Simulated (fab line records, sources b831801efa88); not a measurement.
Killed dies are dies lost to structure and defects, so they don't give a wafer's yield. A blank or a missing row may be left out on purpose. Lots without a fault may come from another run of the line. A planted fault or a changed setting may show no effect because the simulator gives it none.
Which tool did it? | flow gf180mcu | 13 lots, 39 wafers sampled, at 1 step of a route of 602

WHAT THE GAUGES READ, wafer by wafer
GF_M3_OVL_MEAS_15.
lot  | measured     | on         | M3_OVL (nm)
L609 | day 21 13:37 | overlay-02 | 1 -8 -2
L610 | day 21 22:46 | overlay-01 | -5 -7 -9
L611 | day 22 07:16 | overlay-02 | -9 -8 0
L617 | day 24 08:50 | overlay-01 | -3 2 4
L620 | day 25 04:19 | overlay-02 | 1 0 0
L622 | day 25 19:13 | overlay-02 | -2 -7 -5
L623 | day 26 04:40 | overlay-02 | 8 7 8
L626 | day 27 03:34 | overlay-02 | 8 2 8
L628 | day 27 21:19 | overlay-02 | -11 -6 -8
L629 | day 27 23:25 | overlay-02 | 6 6 5
L630 | day 28 08:13 | overlay-01 | -3 4 -1
L631 | day 28 10:34 | overlay-01 | -7 4 -8
L632 | day 28 19:28 | overlay-01 | 3 1 -5

WHICH TOOL RAN EACH LOT (tool, then ch and the chambers of the sampled wafers, then the start)
The record holds no process step before these readings.

WHAT THE TOOLS THEMSELVES READ (means of the sampled wafers that have a number; where no wafer has one, the mark that the record gives instead)
The record holds no such reading with a usual standard deviation.

THE ANSWER, worked out from the rows above alone
Rule: what is usual is taken from the lots themselves. Put in order of their means at a reading, lots are off if they are a third of the lots or fewer, leave a main group of 4 or more, and stand apart from it by a gap of 3 or more times the standard deviation of the main group's means; of several such gaps the widest counts. A main group whose means are all the same, to the digits that the tables above print for the reading, isn't used. A lot without any number at a reading at which 4 lots or more have one is off too. The other lots that the step has rows for count as sound. The gauges are gone through in route order, then the tools' own readings, and for those a lot's mean is taken as printed above. The first step at which some lot is off is used, and at that step the reading that is off furthest; a lot without a number counts as furthest.
No lot is off at any reading shown: from this, nothing can be told.

WHAT THE SIMULATOR HAD PUT IN
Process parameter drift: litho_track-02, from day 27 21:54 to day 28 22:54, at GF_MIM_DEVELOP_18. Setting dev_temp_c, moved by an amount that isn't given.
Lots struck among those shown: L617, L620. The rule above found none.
